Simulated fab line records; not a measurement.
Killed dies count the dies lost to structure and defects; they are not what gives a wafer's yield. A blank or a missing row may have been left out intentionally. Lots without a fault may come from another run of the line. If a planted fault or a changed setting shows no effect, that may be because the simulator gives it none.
fab line records | flow sky130
record: lots: 6 | wafers: 18 | last-day: 50
route steps=708 shown NWELL@65 PAD_OPEN@708
lots that met no fault: from a run of the same line without faults
start-h: start of the lot's first displayed wafer, in hours after the record's first day | wait-h: hours since the lot's step before | " repeats the value in the row above | L1.1+2: a single row standing in for several wafers | - either no value or no given start | * or withheld: withheld | < > ~ a bound
route shown NAME@n: NAME is a module with steps in the file, n the number in the route of the first one | usual: mean and standard deviation over wafers with no fault | same: alike in all rows | chamber/n: place in a boat | sites: readings site by site | _std_site: the standard deviation of these | _edge_site: outer sites' mean less inner sites' | radius-mm: for every site, how far away it sits from the centre of the wafer | mask NAME#n: copy n | behind: tool/chamber where the wafer was last shaped | hold: the reason the lot was held/the length of the hold in hours/how it ended | device: the n, p or np transistor that did not switch | end of line: the same wafers' tests at the end of the route | a step given without rows: its recipe and nothing more | killed: count of dies lost to structure and defects at first sort (not the wafer's yield) | map: a wafer's dies, marking killed ones x, the rest . and places with no die _
set.NAME: the setting that was run; set.NAME@STEP: the one run at that earlier step | model.NAME: the simulator's own value behind a step, which no gauge read
a table for each step, a row for each wafer; lots at some steps of the route
services: the hour from which a tool's chamber was out of use, counted from the record's first day as start-h (under 0 if before that day), plus the number of hours and why
== steps ==
step: SKY_NWELL_IMPLANT_12
recipe: species: P | energy-kev: 120 | dose-cm2: 1.3e+12 | tilt-deg: withheld
step: SKY_NWELL_IMPLANT_13
recipe: species: P | energy-kev: 50 | dose-cm2: 7e+11 | tilt-deg: withheld
step: SKY_NWELL_STRIP_14
recipe: chemistry: O2/N2 | power-w: 1400 | pressure-mtorr: 1500 | platen-temp-c: withheld | o2-flow-sccm: 3000 | n2-flow-sccm: 300 | overash-fraction: 0.5
usual: drypump-motor-current-A: 5.5/0.45 | oes-product-au: 0.723/0.0044 | strip-time-to-endpoint-s: 36.90/0.086
lot.wafer | tool            | chamber | start-h | wait-h | drypump-motor-current-A | oes-product-au | rf-hours-counter-h | strip-time-to-endpoint-s
L251.2    | plasma-asher-01 | 0       | 94.65   | 0.1    | 5.7                     | 0.723          | 41                 | 36.98
L251.4    | "               | 1       | "       | "      | 4.9                     | 0.715          | -                  | 36.89
L251.5    | "               | 1       | "       | "      | 4.9                     | 0.725          | -                  | 36.95
L260.1    | plasma-asher-01 | 1       | 143.25  | 0.1    | 4.9                     | 0.726          | 46                 | 36.93
L260.2    | "               | 0       | "       | "      | 5.7                     | 0.721          | 46                 | 36.98
L260.5    | "               | 0       | "       | "      | 5.7                     | 0.724          | -                  | 36.99
L264.3    | plasma-asher-02 | 0       | 170.57  | 0.1    | 5.1                     | 0.721          | -                  | 36.72
L264.4    | "               | 1       | "       | "      | 5.4                     | 0.729          | -                  | 36.81
L264.5    | "               | 0       | "       | "      | 5.1                     | 0.722          | -                  | 36.83
L268.1    | plasma-asher-01 | 1       | 189.09  | 0.1    | 4.9                     | 0.725          | 51                 | 37.00
L268.2    | "               | 0       | "       | "      | 5.7                     | 0.725          | 51                 | 36.96
L268.5    | "               | 1       | "       | "      | 4.9                     | 0.726          | -                  | 36.94
L271.1    | plasma-asher-04 | 1       | 208.52  | 0.1    | 6.2                     | 0.721          | 40                 | 37.00
L271.2    | "               | 0       | "       | "      | 6.1                     | 0.720          | 40                 | 36.87
L271.6    | "               | 1       | "       | "      | 6.1                     | 0.723          | -                  | 36.84
L272.2    | plasma-asher-04 | 1       | 214.75  | 0.1    | 6.2                     | 0.716          | 40                 | 37.04
L272.4    | "               | 1       | "       | "      | 6.1                     | 0.728          | -                  | 36.92
L272.6    | "               | 1       | "       | "      | 6.1                     | 0.723          | -                  | 36.82
step: SKY_NWELL_TW_MEAS_15
usual: NWELL_TW: 1850/24
lot.wafer | tool          | chamber | start-h | wait-h | NWELL_TW
L251.2    | film-metro-04 | -       | 94.76   | 0.1    | 1833
L251.4    | "             | -       | "       | "      | 1833
L251.5    | "             | -       | "       | "      | 1833
L260.1    | film-metro-02 | -       | 143.35  | 0.1    | 1851
L260.2    | "             | -       | "       | "      | 1855
L260.5    | "             | -       | "       | "      | 1848
L264.3    | film-metro-04 | -       | 170.66  | 0.1    | 1831
L264.4    | "             | -       | "       | "      | 1822
L264.5    | "             | -       | "       | "      | 1831
L268.1    | film-metro-01 | -       | 189.19  | 0.1    | 1874
L268.2    | "             | -       | "       | "      | 1877
L268.5    | "             | -       | "       | "      | 1871
L271.1    | film-metro-01 | -       | 208.62  | 0.1    | 1880
L271.2    | "             | -       | "       | "      | 1879
L271.6    | "             | -       | "       | "      | 1879
L272.2    | film-metro-04 | -       | 214.86  | 0.1    | 1812
L272.4    | "             | -       | "       | "      | 1829
L272.6    | "             | -       | "       | "      | 1807
step: SKY_NWELL_DEHYDRATE_16
recipe: temp-c: 200 | time-s: 60
step: SKY_NWELL_HMDS_17
recipe: prime-time-s: 60 | prime-temp-c: 120
step: SKY_NWELL_COAT_18
recipe: spin-rpm: 2000 | resist-thk-nm: 3000
step: SKY_NWELL_SOFTBAKE_19
recipe: temp-c: 110 | time-s: withheld
step: SKY_NWELL_EXPOSE_20
recipe: mask-id: NWM_COMPLEMENT | na: 0.6 | source-shape: conventional | sigma-outer: 0.6 | polarization: unpolarized | target-cd-nm: 840 | dose-mj: 260
step: SKY_NWELL_PEB_21
recipe: temp-c: 115 | time-s: withheld
step: SKY_NWELL_DEVELOP_22
recipe: wall-angle-deg: 90 | developer: TMAH | develop-time-s: 60 | dev-temp-c: 23
step: SKY_NWELL_OVL_MEAS_23
usual: NWELL_01_OVL: -0.4/1.6
lot.wafer | tool       | chamber | start-h | wait-h | NWELL_01_OVL[nm]
L251.2    | overlay-01 | -       | 113.07  | -      | 2.2
L251.4    | "          | -       | "       | "      | 1.4
L251.5    | "          | -       | "       | "      | -1.0
L260.1    | overlay-01 | -       | 162.50  | -      | 2.3
L260.2    | "          | -       | "       | "      | 2.4
L260.5    | "          | -       | "       | "      | 2.0
L264.3    | overlay-02 | -       | 190.78  | -      | -2.9
L264.4    | "          | -       | "       | "      | 0.9
L264.5    | "          | -       | "       | "      | -0.6
L268.1    | overlay-01 | -       | 210.70  | -      | 0.3
L268.2    | "          | -       | "       | "      | -0.7
L268.5    | "          | -       | "       | "      | 0.3
L271.1    | overlay-01 | -       | 230.28  | -      | -0.9
L271.2    | "          | -       | "       | "      | -1.8
L271.6    | "          | -       | "       | "      | -1.5
L272.2    | overlay-02 | -       | 237.09  | -      | -1.2
L272.4    | "          | -       | "       | "      | -2.1
L272.6    | "          | -       | "       | "      | -0.4
step: SKY_NWELL_IMPLANT_24
recipe: species: B | energy-kev: 142.8 | dose-cm2: 9.2e+12 | tilt-deg: withheld
usual: dose-ions-cm2: 9.202e+12/1.1e+10 | end-station-pressure-torr: 5.01e-06/2.6e-07 | faraday-current-uA: 51.8/1.1
lot.wafer | tool         | chamber | start-h | wait-h | dose-ions-cm2 | end-station-pressure-torr | faraday-current-uA
L251.2    | implanter-03 | 0       | 113.12  | 0.0    | 9.189e+12     | 5.14e-06                  | 51.6
L251.4    | "            | 0       | "       | "      | 9.193e+12     | 5.14e-06                  | 52.2
L251.5    | "            | 0       | "       | "      | 9.18e+12      | 4.98e-06                  | 50.2
L260.1    | implanter-01 | 0       | 162.54  | 0.0    | 9.183e+12     | 4.58e-06                  | 50.9
L260.2    | "            | 0       | "       | "      | 9.198e+12     | 5.47e-06                  | 51.7
L260.5    | "            | 0       | "       | "      | 9.187e+12     | 4.97e-06                  | 51.6
L264.3    | implanter-01 | 0       | 190.85  | 0.1    | 1.0312e+13    | 5.11e-06                  | 57.9
L264.4    | "            | 0       | "       | "      | 1.0305e+13    | 5.66e-06                  | 57.3
L264.5    | "            | 0       | "       | "      | 1.0316e+13    | 4.67e-06                  | 58.1
L268.1    | implanter-02 | 0       | 210.74  | 0.0    | 9.22e+12      | 5.15e-06                  | 54.2
L268.2    | "            | 0       | "       | "      | 9.207e+12     | 5.06e-06                  | 53.5
L268.5    | "            | 0       | "       | "      | 9.215e+12     | 4.65e-06                  | 51.2
L271.1    | implanter-01 | 0       | 230.32  | 0.0    | 1.0329e+13    | 4.6e-06                   | 56.9
L271.2    | "            | 0       | "       | "      | 1.0318e+13    | 4.9e-06                   | 57.3
L271.6    | "            | 0       | "       | "      | 1.0324e+13    | 5.4e-06                   | 58.7
L272.2    | implanter-02 | 0       | 237.14  | 0.0    | 9.213e+12     | 4.99e-06                  | 52.2
L272.4    | "            | 0       | "       | "      | 9.189e+12     | 5e-06                     | 51.9
L272.6    | "            | 0       | "       | "      | 9.221e+12     | 4.78e-06                  | 51.8
step: SKY_NWELL_STRIP_25
recipe: chemistry: O2/N2 | power-w: 1400 | pressure-mtorr: 1500 | platen-temp-c: withheld | o2-flow-sccm: 3000 | n2-flow-sccm: 300 | overash-fraction: 0.5
usual: drypump-motor-current-A: 5.7/0.48 | oes-product-au: 0.723/0.0048 | strip-time-to-endpoint-s: 36.89/0.11
lot.wafer | tool            | chamber | start-h | wait-h | drypump-motor-current-A | oes-product-au | rf-hours-counter-h | strip-time-to-endpoint-s
L251.2    | plasma-asher-01 | 1       | 113.25  | 0.1    | 4.9                     | 0.727          | 43                 | 36.81
L251.4    | "               | 1       | "       | "      | 4.9                     | 0.725          | -                  | 36.98
L251.5    | "               | 1       | "       | "      | 4.9                     | 0.717          | -                  | 36.93
L260.1    | plasma-asher-01 | 1       | 162.69  | 0.1    | 5.0                     | 0.729          | 48                 | 36.93
L260.2    | "               | 0       | "       | "      | 5.7                     | 0.721          | 48                 | 36.96
L260.5    | "               | 0       | "       | "      | 5.7                     | 0.713          | -                  | 36.93
L264.3    | plasma-asher-02 | 0       | 190.98  | 0.1    | 5.1                     | 0.730          | -                  | 36.78
L264.4    | "               | 1       | "       | "      | 5.4                     | 0.728          | -                  | 36.83
L264.5    | "               | 1       | "       | "      | 5.4                     | 0.730          | -                  | 36.85
L268.1    | plasma-asher-01 | 0       | 210.89  | 0.1    | 5.8                     | 0.726          | 53                 | 36.95
L268.2    | "               | 1       | "       | "      | 5.0                     | 0.722          | 53                 | 36.94
L268.5    | "               | 1       | "       | "      | 4.9                     | 0.729          | -                  | 36.97
L271.1    | plasma-asher-04 | 0       | 230.47  | 0.1    | 6.1                     | 0.722          | 42                 | 37.09
L271.2    | "               | 1       | "       | "      | 6.1                     | 0.718          | 42                 | 37.06
L271.6    | "               | 1       | "       | "      | 6.1                     | 0.722          | -                  | 37.17
L272.2    | plasma-asher-04 | 0       | 237.27  | 0.1    | 6.1                     | 0.715          | 42                 | 36.78
L272.4    | "               | 0       | "       | "      | 6.1                     | 0.725          | -                  | 36.69
L272.6    | "               | 1       | "       | "      | 6.1                     | 0.725          | -                  | 36.70
step: SKY_NWELL_TW_MEAS_26
usual: NWELL_2_TW: 502/6
lot.wafer | tool          | chamber | start-h | wait-h | NWELL_2_TW
L251.2    | film-metro-02 | -       | 113.36  | 0.1    | 497
L251.4    | "             | -       | "       | "      | 494
L251.5    | "             | -       | "       | "      | 495
L260.1    | film-metro-01 | -       | 162.79  | 0.1    | 508
L260.2    | "             | -       | "       | "      | 510
L260.5    | "             | -       | "       | "      | 506
L264.3    | film-metro-04 | -       | 191.07  | 0.1    | 519
L264.4    | "             | -       | "       | "      | 517
L264.5    | "             | -       | "       | "      | 516
L268.1    | film-metro-02 | -       | 210.99  | 0.1    | 502
L268.2    | "             | -       | "       | "      | 499
L268.5    | "             | -       | "       | "      | 500
L271.1    | film-metro-02 | -       | 230.57  | 0.1    | 519
L271.2    | "             | -       | "       | "      | 520
L271.6    | "             | -       | "       | "      | 521
L272.2    | film-metro-02 | -       | 237.38  | 0.1    | 502
L272.4    | "             | -       | "       | "      | 502
L272.6    | "             | -       | "       | "      | 500
step: SKY_NWELL_CLEAN_27
recipe: chemistry: SC1/SC2 | mix: 1:4:20 | temp-c: 70 | time-s: 150 | dry: n2-spin
step: SKY_PAD_OPEN_PROBE_99
usual: killed_at_M0_to_M3: 44/7.4 | killed_at_M4_up: 3.2/2 | killed-at-contacts: 24/5.1 | killed-at-front-end: 15/4.8 | killed-at-other: 0.2/0.46 | killed-dies: 86/10 | killed-on-rim: 17/3.6 | killed-open: 47/7.5 | killed-short: 39/7
same: gross-dies: 492 | killed-at-back-side: 0
lot.wafer | tool      | chamber | start-h | wait-h | killed_at_M0_to_M3 | killed_at_M4_up | killed-at-contacts | killed-at-front-end | killed-at-other | killed-dies | killed-on-rim | killed-open | killed-short | model.etest.pfet_16v.r-on-ohm-um | model.etest.res-pwell-under-gate.rs-ohm-sq | model.etest.pfet_16v.drive-ua-um | model.etest.field-n.vt-v
L251.2    | prober-02 | -       | 1081.39 | 0.1    | 43                 | 3               | 23                 | 12                  | 0               | 81          | 16            | 41          | 40           | 1.598e+04                        | 2278                                       | 228.6                            | 36.35
L251.4    | prober-02 | -       | 1081.49 | 0.2    | 46                 | 2               | 22                 | 22                  | 0               | 92          | 15            | 42          | 50           | 1.621e+04                        | 2281                                       | 226.4                            | 36.71
L251.5    | prober-02 | -       | 1081.54 | 0.2    | 48                 | 2               | 32                 | 7                   | 0               | 89          | 18            | 48          | 39           | 1.611e+04                        | 2289                                       | 227.5                            | 36.61
L260.1    | prober-02 | -       | 1135.42 | 0.1    | 50                 | 3               | 27                 | 23                  | 1               | 104         | 16            | 64          | 40           | 1.55e+04                         | 2288                                       | 238.2                            | 36.55
L260.2    | prober-02 | -       | 1135.47 | 0.1    | 44                 | 4               | 35                 | 8                   | 1               | 92          | 19            | 55          | 37           | 1.55e+04                         | 2276                                       | 237.8                            | 36.9
L260.5    | prober-02 | -       | 1135.62 | 0.2    | 39                 | 1               | 25                 | 11                  | 0               | 76          | 19            | 34          | 42           | 1.557e+04                        | 2270                                       | 237.7                            | 36.69
L264.3    | prober-01 | -       | 1169.31 | 0.2    | 46                 | 3               | 16                 | 12                  | 1               | 78          | 13            | 50          | 27           | 1.515e+04                        | 2102                                       | 246.3                            | 39.8
L264.4    | prober-01 | -       | 1169.36 | 0.2    | 57                 | 5               | 25                 | 18                  | 1               | 106         | 19            | 61          | 45           | 1.5e+04                          | 2111                                       | 245.6                            | 39.43
L264.5    | prober-01 | -       | 1169.41 | 0.2    | 41                 | 4               | 20                 | 18                  | 0               | 83          | 11            | 43          | 40           | 1.485e+04                        | 2113                                       | 250.2                            | 39.45
L268.1    | prober-01 | -       | 1174.72 | 0.1    | 60                 | 3               | 19                 | 19                  | 1               | 102         | 24            | 53          | 49           | 1.565e+04                        | 2286                                       | 237.9                            | 37.05
L268.2    | prober-01 | -       | 1174.77 | 0.1    | 46                 | 6               | 17                 | 9                   | 0               | 78          | 20            | 43          | 35           | 1.569e+04                        | 2295                                       | 237.4                            | 37.27
L268.5    | prober-01 | -       | 1174.92 | 0.2    | 48                 | 2               | 23                 | 15                  | 1               | 89          | 17            | 51          | 38           | 1.569e+04                        | 2301                                       | 237.7                            | 37.11
L271.1    | prober-02 | -       | 1191.32 | 0.1    | 42                 | 4               | 30                 | 23                  | 0               | 99          | 26            | 53          | 46           | 1.465e+04                        | 2094                                       | 248.3                            | 39.05
L271.2    | prober-02 | -       | 1191.37 | 0.1    | 38                 | 4               | 22                 | 25                  | 0               | 89          | 19            | 52          | 37           | 1.477e+04                        | 2107                                       | 244.3                            | 39.16
L271.6    | prober-02 | -       | 1191.57 | 0.2    | 40                 | 3               | 23                 | 22                  | 0               | 88          | 15            | 47          | 41           | 1.475e+04                        | 2097                                       | 247.3                            | 39.19
L272.2    | prober-01 | -       | 1193.40 | 0.1    | 34                 | 1               | 28                 | 18                  | 0               | 81          | 13            | 48          | 33           | 1.581e+04                        | 2296                                       | 235.8                            | 37.05
L272.4    | prober-01 | -       | 1193.50 | 0.2    | 59                 | 4               | 18                 | 20                  | 0               | 101         | 26            | 57          | 44           | 1.547e+04                        | 2297                                       | 240.2                            | 36.35
L272.6    | prober-01 | -       | 1193.60 | 0.2    | 48                 | 6               | 19                 | 15                  | 0               | 88          | 16            | 54          | 34           | 1.568e+04                        | 2323                                       | 238.9                            | 36.55
killed by level:class
L251.2 CONTACT:geometric-particle:open=9 VIA1:geometric-particle:open=8 VIA1:geometric-particle:short=7 LI_CONTACT:geometric-particle:open=5 METAL3:geometric-particle:short=5 VIA2:geometric-particle:open=5 VIA3:geometric-particle:open=5 CONTACT:geometric-particle:short=4
L251.4 VIA1:geometric-particle:open=10 METAL1:geometric-particle:short=7 LOCAL_INTERCONNECT:geometric-particle:short=6 CONTACT:geometric-particle:open=6 CONTACT:geometric-particle:short=6 VIA2:geometric-particle:open=6 VIA3:geometric-particle:open=6 FIELD_ISO:geometric-particle:short=5
L251.5 CONTACT:geometric-particle:open=13 VIA1:geometric-particle:open=12 VIA1:geometric-particle:short=8 LI_CONTACT:geometric-particle:open=6 VIA2:geometric-particle:open=6 METAL1:geometric-particle:short=5 LOCAL_INTERCONNECT:geometric-particle:open=4 CONTACT:geometric-particle:short=4
L260.1 VIA1:geometric-particle:open=15 CONTACT:geometric-particle:open=10 LI_CONTACT:geometric-particle:open=10 VIA2:geometric-particle:open=8 VIA1:geometric-particle:short=7 FIELD_ISO:geometric-particle:short=4 FIELD_ISO:geometric-particle:open=4 POLY_GATE:geometric-particle:short=4
L260.2 CONTACT:geometric-particle:open=12 VIA1:geometric-particle:open=11 VIA3:geometric-particle:open=9 METAL2:geometric-particle:short=9 LI_CONTACT:geometric-particle:open=7 LOCAL_INTERCONNECT:geometric-particle:short=6 CONTACT:geometric-particle:short=6 METAL1:geometric-particle:short=5
L260.5 LOCAL_INTERCONNECT:geometric-particle:short=7 CONTACT:geometric-particle:open=7 FIELD_ISO:geometric-particle:short=6 VIA2:geometric-particle:open=6 LI_CONTACT:geometric-particle:open=5 METAL2:geometric-particle:short=5 VIA3:geometric-particle:open=5 METAL1:geometric-particle:short=4
L264.3 VIA1:geometric-particle:open=12 VIA2:geometric-particle:open=9 VIA3:geometric-particle:open=9 CONTACT:geometric-particle:open=7 METAL2:geometric-particle:short=6 LI_CONTACT:geometric-particle:open=4 VIA1:geometric-particle:short=4 FIELD_ISO:geometric-particle:short=3
L264.4 VIA1:geometric-particle:open=16 VIA3:geometric-particle:open=10 LI_CONTACT:geometric-particle:open=9 FIELD_ISO:geometric-particle:short=7 FIELD_ISO:geometric-particle:open=7 CONTACT:geometric-particle:open=7 METAL2:geometric-particle:short=7 VIA1:geometric-particle:short=6
L264.5 VIA1:geometric-particle:open=16 FIELD_ISO:geometric-particle:short=8 CONTACT:geometric-particle:open=8 METAL2:geometric-particle:short=6 FIELD_ISO:geometric-particle:open=5 VIA1:geometric-particle:short=5 METAL4:geometric-particle:short=4 CONTACT:geometric-particle:short=4
L268.1 VIA1:geometric-particle:open=13 CONTACT:geometric-particle:open=10 VIA2:geometric-particle:short=8 VIA2:geometric-particle:open=8 VIA3:geometric-particle:open=7 VIA3:geometric-particle:short=6 FIELD_ISO:geometric-particle:open=5 POLY_GATE:geometric-particle:short=5
L268.2 VIA1:geometric-particle:open=10 METAL2:geometric-particle:short=7 VIA3:geometric-particle:open=6 LI_CONTACT:geometric-particle:open=5 VIA2:geometric-particle:open=5 VIA3:geometric-particle:short=5 FIELD_ISO:geometric-particle:open=4 CONTACT:geometric-particle:open=4
L268.5 VIA1:geometric-particle:open=11 VIA3:geometric-particle:open=9 CONTACT:geometric-particle:open=8 FIELD_ISO:geometric-particle:open=6 LOCAL_INTERCONNECT:geometric-particle:short=6 LI_CONTACT:geometric-particle:open=5 METAL3:geometric-particle:short=5 VIA2:geometric-particle:open=4
L271.1 VIA1:geometric-particle:open=13 CONTACT:geometric-particle:open=8 VIA3:geometric-particle:open=8 CONTACT:geometric-particle:short=7 FIELD_ISO:geometric-particle:short=6 LOCAL_INTERCONNECT:geometric-particle:short=6 FIELD_ISO:geometric-particle:open=5 VIA2:geometric-particle:open=5
L271.2 VIA1:geometric-particle:open=12 LI_CONTACT:geometric-particle:open=9 FIELD_ISO:geometric-particle:short=8 CONTACT:geometric-particle:open=6 FIELD_ISO:geometric-particle:open=5 VIA3:geometric-particle:open=5 POLY_GATE:geometric-particle:short=4 VIA2:geometric-particle:open=4
L271.6 LI_CONTACT:geometric-particle:open=12 VIA1:geometric-particle:open=12 POLY_GATE:geometric-particle:short=8 METAL2:geometric-particle:short=8 FIELD_ISO:geometric-particle:open=5 FIELD_ISO:geometric-particle:short=4 CONTACT:geometric-particle:open=4 VIA3:geometric-particle:open=4
L272.2 VIA1:geometric-particle:open=14 LI_CONTACT:geometric-particle:open=11 CONTACT:geometric-particle:open=6 METAL2:geometric-particle:short=6 FIELD_ISO:geometric-particle:short=5 FIELD_ISO:geometric-particle:open=5 LOCAL_INTERCONNECT:geometric-particle:short=5 VIA1:geometric-particle:short=5
L272.4 VIA1:geometric-particle:open=15 METAL1:geometric-particle:short=9 POLY_GATE:geometric-particle:short=7 LI_CONTACT:geometric-particle:open=7 CONTACT:geometric-particle:open=6 METAL2:geometric-particle:open=6 METAL2:geometric-particle:short=5 METAL3:geometric-particle:short=5
L272.6 VIA1:geometric-particle:open=15 POLY_GATE:geometric-particle:open=7 CONTACT:geometric-particle:open=6 FIELD_ISO:geometric-particle:open=5 VIA3:geometric-particle:open=5 METAL2:geometric-particle:short=5 METAL1:geometric-particle:short=4 LOCAL_INTERCONNECT:geometric-particle:short=4
== services ==
tool            | chamber | start-h | hours | kind
plasma-asher-01 | -       | 79.77   | 2.8   | pm
plasma-asher-02 | -       | 98.71   | 0.9   | repair
implanter-03    | -       | 123.24  | 0.8   | repair
implanter-02    | -       | 129.46  | 3.9   | pm
plasma-asher-01 | -       | 137.26  | 1.7   | repair
implanter-02    | -       | 151.72  | 1.5   | repair
implanter-01    | -       | 157.04  | 1.1   | repair
implanter-03    | -       | 166.76  | 5.5   | pm
implanter-02    | -       | 169.88  | 3.6   | repair
implanter-03    | -       | 234.22  | 2.3   | pm
== key ==
first-sign: step: SKY_NWELL_IMPLANT_24 | reading: dose-ions-cm2 | direction: up | sigmas: 99+ | usual: * | struck: *
effect: step: SKY_NWELL_IMPLANT_24 | reading: faraday-current-uA | direction: up | sigmas: 5.5 | usual: 51.8 | struck: 57.7
effect: step: SKY_NWELL_TW_MEAS_26 | reading: NWELL_2_TW | direction: up | sigmas: 2.7 | usual: 502 | struck: 519
model-effect: step: SKY_PAD_OPEN_PROBE_99 | value: etest.pfet_16v.r-on-ohm-um | without: 1.571e+04 | struck: 1.486e+04
met-at SKY_NWELL_IMPLANT_24
struck-wafers L264.3,L264.4,L264.5,L271.1,L271.2,L271.6
tester-left-out L264,L271
onset-between 162.54 190.85
fault: kind: process-parameter-drift | tool: implanter-01 | chamber: - | onset-h: 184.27 | steps: SKY_NWELL_IMPLANT_24 | channel: dose-cm2 | offset: * | shape: step | end-h: 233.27 | acts-in: * | stated: *
tester-left-out: of these lots the tester's yield and bins aren't shown, on N5 and GAA mostly nor the transistor test; their killed dies are dies lost to structure and defects alone, not to doping, threshold or leakage, so they don't give the yield
